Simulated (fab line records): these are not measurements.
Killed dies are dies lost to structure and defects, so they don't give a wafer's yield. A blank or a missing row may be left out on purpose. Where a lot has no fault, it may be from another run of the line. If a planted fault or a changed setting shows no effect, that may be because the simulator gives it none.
A struck lot beside a sound one / flow sky130 / 17 steps out of a route of 708
Sound: these wafers, L464.2, L464.4, L464.6. Wafers L474.2, L474.4, L474.6 were the ones struck. At the end, the cause is stated.
Each step with rows lists, per side, the tool, then ch with its chambers, then its first start. Under that, the readings that differ: sound wafers / struck wafers / difference of the means / sigmas: that difference in standard deviations of wafers without a fault.
alike: words and numbers the same on both sides, and readings whose means are apart by under 2 such deviations; not compared: readings that were withheld, readings missing a value for some wafer, numbers with overlapping values and no deviation given by the record, and bounds like >300 which may hide the same value.
Wherever a step has rows on one side only, a row that says differs or no value, or a row with sigmas, the two part there. Numbers that have no deviation but don't overlap get no sigmas and don't part them. Lack of a reading on every wafer of one side parts them only where that side has two or more wafers.

first, 1 step without rows for these wafers: SKY_LDD_N_IMPLANT_15.
SKY_LDD_N_STRIP_16: strips in O2/N2.
  sound on plasma-asher-03 ch 0,1, day 19 08:20; struck on plasma-asher-04 ch 1, day 23 02:35
  alike: chamber-pressure-mTorr, drypump-motor-current-A, n2-flow-sccm, oes-product-au, strip-time-to-endpoint-s
  not compared: rf-hours-counter-h
SKY_LDD_N_TW_MEAS_17:
  sound on film-metro-02 at day 19 08:26; struck on film-metro-04 at day 23 02:42
  alike: LDD_N_TW
then, 7 steps without rows for these wafers: SKY_LDD_P_DEHYDRATE_00 (time 60 s); SKY_LDD_P_HMDS_01 (prime time 60 s); SKY_LDD_P_COAT_02 (resist thk 1140 nm); SKY_LDD_P_SOFTBAKE_03 (time 60 s); SKY_LDD_P_EXPOSE_04 (exposes mask PSDM, target cd 380 nm); SKY_LDD_P_PEB_05; SKY_LDD_P_DEVELOP_06 (develop time 62.21 s).
SKY_LDD_P_CD_MEAS_07 targets a cd of 380 nm.
  sound on cd-sem-02 at day 20 15:26; struck on cd-sem-02 at day 24 09:47
  alike: cd-nm
SKY_LDD_P_OVL_MEAS_08:
  sound on overlay-01 at day 20 15:32; struck on overlay-02 at day 24 09:53
  alike: LDD_P_OVL
SKY_LDD_P_IMPLANT_09:
  sound on implanter-01 ch 0, day 20 15:36; struck on implanter-04 ch 0, day 24 09:57
reading=implant-ion-amu; sound=49 49 49; struck=75 75 75; difference=+26; sigmas=
reading=model.implant.drp-nm (nm); sound=11.41 11.41 11.41; struck=8.431 8.431 8.431; difference=-2.979; sigmas=
reading=model.implant.rp-nm (nm); sound=21.35 21.35 21.35; struck=17.82 17.82 17.82; difference=-3.53; sigmas=
  alike: end-station-pressure-torr
SKY_LDD_P_STRIP_10: strips in O2/N2.
  sound on plasma-asher-04 ch 0,1, day 20 15:43; struck on plasma-asher-01 ch 0,1, day 24 10:04
reading=strip-time-to-endpoint-s (s); sound=14.13 14.12 14.09; struck=14.18 14.21 14.20; difference=+0.08; sigmas=+2
  alike: chamber-pressure-mTorr, drypump-motor-current-A, n2-flow-sccm, oes-product-au
  not compared: rf-hours-counter-h
SKY_LDD_P_TW_MEAS_11:
  sound on film-metro-02 at day 20 15:50; struck on film-metro-01 at day 24 10:11
reading=LDD_P_TW; sound=653 648 652; struck=1044 1042 1041; difference=+391; sigmas=+44
then, 1 step without rows for these wafers: SKY_LDD_HVN_DEHYDRATE_00 (time 60 s).
-- a jump in the record: the struck wafers' starts before and after are 26 days apart (it breaks off in module LDD_HVN and resumes in module PAD_OPEN, where the first step shown is number 708 of the route) --
SKY_PAD_OPEN_PROBE_99:
  sound on prober-01 at day 47 11:14; struck on prober-01 at day 50 01:43
reading=model.etest.pfet_01v8.r-on-ohm-um; sound=2900 2869 2850; struck=4256 4530 4348; difference=+1505; sigmas=
reading=model.etest.pfet-g5v0d10v5.r-on-ohm-um; sound=4730 4720 4695; struck=4887 4854 4869; difference=+155; sigmas=
reading=model.etest.pfet_01v8.drive-ua-um; sound=191.5 193.6 195.6; struck=126.5 116.3 124.1; difference=-71.3; sigmas=
reading=model.etest.sram-pfet-latch.drive-ua-um; sound=137.8 140.4 140.7; struck=93.32 83.87 91.34; difference=-50.12; sigmas=
reading=model.etest.pfet_01v8_hvt.drive-ua-um; sound=142.5 143.3 145.1; struck=91.03 84.16 89.81; difference=-55.30; sigmas=
reading=model.etest.pfet_01v8_mvt.drive-ua-um; sound=150.9 151.6 152.6; struck=117.7 112.5 116.8; difference=-36.0; sigmas=
reading=model.etest.pfet_01v8_lvt.drive-ua-um; sound=175 174.3 176.7; struck=152 149.2 154.5; difference=-23; sigmas=
reading=model.etest.pfet-g5v0d10v5.drive-ua-um; sound=341.4 349.6 343.8; struck=335.6 341.2 335.4; difference=-7.5; sigmas=

## WHERE THEY PART
Last at SKY_LDD_P_TW_MEAS_11 as far as this record goes, first at SKY_LDD_P_STRIP_10.

WHY: what the simulator had put in
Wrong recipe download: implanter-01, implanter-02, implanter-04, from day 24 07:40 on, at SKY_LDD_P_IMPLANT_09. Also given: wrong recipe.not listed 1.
